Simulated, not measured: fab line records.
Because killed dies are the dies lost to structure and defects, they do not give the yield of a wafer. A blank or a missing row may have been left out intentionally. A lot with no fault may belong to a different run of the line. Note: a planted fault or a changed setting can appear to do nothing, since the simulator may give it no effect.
A lot that was struck, set against a sound lot ; flow sfq_line ; 21 steps out of a route of 325
Sound: the wafers L929.2, L929.5, L929.6. Struck: wafer L939.6; the same lot's L939.4 was not struck, so it is left out; see the end for the cause.
For every step that has rows: the tool of each side, followed by ch and its chambers, followed by its first start. Under that, the readings that differ: sound wafers ; struck wafers ; difference of the means ; sigmas: that difference in standard deviations of wafers without a fault.
alike: readings with means less than 2 such deviations apart, plus words and numbers identical on both sides. not compared: withheld readings, readings lacking a value on some wafer, bounds such as >300 that could conceal the same value, and numbers that have no deviation in the record and whose values overlap.
Wherever a step has rows on one side only, a row that says differs or no value, or a row with sigmas, the two part there. Numbers that have no deviation but don't overlap get no sigmas and don't part them. A reading missing from all wafers of one side parts the sides only when that side holds two or more wafers.

first, 3 steps without rows for these wafers: SFQ_TRILAYER_M6_LITHO_EXPOSE_160 (exposes mask M6, target cd 500 nm); SFQ_TRILAYER_M6_LITHO_PEB_162 (peb time 60 s); SFQ_TRILAYER_M6_LITHO_DEVELOP_161 (time 60 s).
SFQ_M6_OVL_MEAS_940:
  sound on overlay-02, day 70 12:14; struck on overlay-02, day 72 08:46
  alike: M6_OVL
then, 1 step without rows for these wafers: SFQ_TRILAYER_M6_BARC_OPEN_METAL_ETCH_206 (etches BARC in O2, target depth 125 nm, time 41.7 s).
SFQ_TRILAYER_M6_ETCH_METAL_ETCH_162: etches Nb in Cl2/Ar, stops on SiO2, target depth 240 nm, time 120 s.
  sound on rie_metal-04 ch 0,1, day 70 12:20; struck on rie_metal-01 ch 1, day 72 08:53
  alike: drypump_motor_current_A, oes_product_au
  not compared: rf_hours_counter_h
then, 2 steps without rows for these wafers: SFQ_TRILAYER_M6_STRIP_STRIP_163 (strips in O2); SFQ_TRILAYER_M6_STRIP_SOLV_CLEAN_164 (cleans in NMP, time 600 s).
SFQ_TRILAYER_I6_DEP_PECVD_165: deposits SiO2 from SiH4/N2O, time 111.11 s, target thk 500 nm.
  sound on pecvd-01 ch 1,2, day 70 13:14; struck on pecvd-01 ch 2, day 72 09:47
  alike: heater_power_w, throttle_valve_pct
SFQ_TRILAYER_I6_CMP_CMP_166: polishes SiO2.
  sound on cmp-01 ch 0,1,3, day 70 15:25; struck on cmp-02 ch 2, day 72 11:20
reading;sound;struck;difference;sigmas
motor_current_A (A);9.5 10.5 9.3;10.9;+1.1;+2
  alike: slurry_flow_ml_min, time_to_endpoint_s
SFQ_I6_BOW_MEAS_941:
  sound on film_metro-02, day 70 16:56; struck on film_metro-04, day 72 12:53
  alike: I6_BOW
SFQ_TRILAYER_I6_METRO_MEASURE_167:
  sound on film_metro-02, day 70 17:14; struck on film_metro-04, day 72 13:33
  alike: thk_nm
SFQ_TRILAYER_I6_VIA_LITHO_COAT_174: resist thk 62 nm.
  sound on litho_track-04 ch 0, day 70 18:17; struck on litho_track-04 ch 0, day 72 14:18
reading;sound;struck;difference;sigmas
model.BARC_of_TRILAYER_I6_VIA_LITHO_COAT_174.thk_nm (nm);62.28 62.37 62.31;62.57;+0.25;
then, 5 steps without rows for these wafers: SFQ_TRILAYER_I6_VIA_LITHO_COAT_169 (resist thk 650 nm); SFQ_TRILAYER_I6_VIA_LITHO_SOFTBAKE_173; SFQ_TRILAYER_I6_VIA_LITHO_EXPOSE_170 (exposes mask I6, target cd 700 nm); SFQ_TRILAYER_I6_VIA_LITHO_PEB_172 (peb time 60 s); SFQ_TRILAYER_I6_VIA_LITHO_DEVELOP_171 (time 60 s).
-- the record jumps here: 5 days lie between the struck wafers' starts before and after --
SFQ_I6_OVL_MEAS_942:
  sound on overlay-02, day 75 11:51; struck on overlay-01, day 77 10:19
reading;sound;struck;difference;sigmas
I6_OVL (nm);2 9 11;-6;-13;-2
SFQ_TRILAYER_I6_VIA_BARC_OPEN_VIA_ETCH_235: etches BARC in O2, target depth 125 nm, time 41.7 s.
  sound on rie_diel-01 ch 0,1,2, day 75 11:53; struck on rie_diel-03 ch 3, day 77 10:21
reading;sound;struck;difference;sigmas
model.etch.depth_nm (nm);62.28 62.37 62.31;62.57;+0.25;
  alike: drypump_motor_current_A, oes_product_au
  not compared: rf_hours_counter_h
SFQ_TRILAYER_I6_VIA_ETCH_VIA_ETCH_172: etches SiO2 in CHF3, stops on Nb, target depth 260 nm.
  sound on rie_diel-01 ch 0,1,2, day 75 11:55; struck on rie_diel-03 ch 3, day 77 10:25
  alike: drypump_motor_current_A, oes_product_au

## WHERE THEY PART
First at SFQ_TRILAYER_I6_CMP_CMP_166; last, within this record, at SFQ_I6_OVL_MEAS_942. Later steps at which nothing parts them and some readings are alike: SFQ_TRILAYER_I6_VIA_BARC_OPEN_VIA_ETCH_235, SFQ_TRILAYER_I6_VIA_ETCH_VIA_ETCH_172.

WHY: whatever the simulator had introduced
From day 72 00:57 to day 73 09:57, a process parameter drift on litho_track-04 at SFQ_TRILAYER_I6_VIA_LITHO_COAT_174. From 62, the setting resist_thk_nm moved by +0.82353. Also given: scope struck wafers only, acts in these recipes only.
